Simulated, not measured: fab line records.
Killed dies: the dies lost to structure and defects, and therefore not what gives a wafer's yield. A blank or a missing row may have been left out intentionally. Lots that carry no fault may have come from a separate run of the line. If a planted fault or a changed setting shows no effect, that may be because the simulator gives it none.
A struck lot beside a sound one + flow sky130 + 15 out of 708 route steps
Sound: wafers L293.1, L293.3, L293.5. Struck: wafers L308.2, L308.3, L308.4. At the end, the cause is stated.
Per side, at each step with rows, come the tool, then ch with its chambers, and then its first start. Under that, the readings that differ: sound wafers + struck wafers + difference of the means + sigmas: that difference in standard deviations of wafers without a fault.
alike: readings with means less than 2 such deviations apart, plus words and numbers identical on both sides. not compared: withheld readings, readings lacking a value on some wafer, bounds such as >300 that could conceal the same value, and numbers that have no deviation in the record and whose values overlap.
Wherever a step has rows on one side only, a row that says differs or no value, or a row with sigmas, the two part there. Non-overlapping numbers with no deviation appear without sigmas and do not part them. Lack of a reading on every wafer of one side parts them only where that side has two or more wafers.

SKY_VIA4_OVL_MEAS_11:
  struck on overlay-01, day 48 15:43; sound on overlay-01, day 45 03:44
  alike: VIA4_OVL
SKY_VIA4_ETCH_12: etches SiO2 in C4F8/O2/Ar, stops on TiN, target depth 580 nm.
  sound on rie-diel-04 ch 1,2,3, day 45 03:46; struck on rie-diel-02 ch 0,1,3, day 48 15:45
  alike: oes-product-au, rf-fwd-power-W
SKY_VIA4_STRIP_13: strips in O2/N2.
  sound on plasma-asher-04 ch 0,1, day 45 03:50; struck on plasma-asher-04 ch 0,1, day 48 15:49
  alike: drypump-motor-current-A, oes-product-au, strip-time-to-endpoint-s
  not compared: rf-hours-counter-h
then, 4 steps without rows for these wafers: SKY_VIA4_STRIP_14 (strips in post etch residue remover, time 1200 s); SKY_VIA4_CLEAN_15 (cleans in IPA, time 180 s); SKY_VIA4_CLEAN_16 (cleans in O3/DIW); SKY_VIA4_SPUTTER_17 (material TiN, target thk 20 nm, time 80 s).
SKY_VIA4_CVD_18: deposits W, target thk 505 nm, time 152.14 s.
  sound on cvd-w-01 ch 0,1, day 45 04:56; struck on cvd-w-01 ch 0,1, day 48 16:28
  alike: heater-power-outer-w, heater-power-w
SKY_VIA4_RS_MEAS_19: the measuring method here is four-point-probe.
  struck on film-metro-03, day 48 16:38; sound on film-metro-03, day 45 05:05
  alike: VIA4_W_RS
SKY_VIA4_THK_MEAS_20: measures by xrf.
  struck on film-metro-03, day 48 16:45; sound on film-metro-03, day 45 05:12
  alike: VIA4_W_THK
SKY_VIA4_CMP_21: polishes, stops on SiO2, t overpolish 25 s, target thk 0 nm.
  sound on cmp-01 ch 2,3, day 45 05:16; struck on cmp-01 ch 1,2,3, day 48 16:51
  alike: motor-current-A, overpolish-run-s, time-to-endpoint-s
then, 1 step without rows for these wafers: SKY_METAL5_SPUTTER_00 (material Ti, target thk 15 nm, time 10 s).
SKY_METAL5_SPUTTER_01: material TiN, target thk 20 nm, time 16.7 s.
  struck on pvd-sputter-03, day 48 17:08; sound on pvd-sputter-03, day 45 05:35
| reading                                    | sound                | struck               | difference | sigmas      |
|--------------------------------------------|----------------------|----------------------|------------|-------------|
| cathode-dc-power-W (W)                     | 6500.5 6499.0 6498.3 | 5236.7 5239.4 5237.8 | -1261.3    | -99 or more |
| model.TiN_of_METAL5_SPUTTER_01.thk-nm (nm) | 20.28 20.37 20.35    | 16.08 16.21 16.46    | -4.08      |             |
  alike: throttle-valve-pct
SKY_METAL5_SPUTTER_02: material AlCu, target thk 1150 nm, time 61.2 s.
  struck on pvd-sputter-03, day 48 17:09; sound on pvd-sputter-03, day 45 05:37
  alike: cathode-dc-power-W, throttle-valve-pct
SKY_PAD_OPEN_PROBE_99:
  the record has rows for the sound wafers here (prober-02, day 47 22:28) and none for the struck ones

## WHERE THEY PART
Earliest at SKY_METAL5_SPUTTER_01; latest, in this record, at SKY_PAD_OPEN_PROBE_99.

WHY: whatever the simulator had introduced
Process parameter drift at SKY_METAL5_SPUTTER_01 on pvd-sputter-03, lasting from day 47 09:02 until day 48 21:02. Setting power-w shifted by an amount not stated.
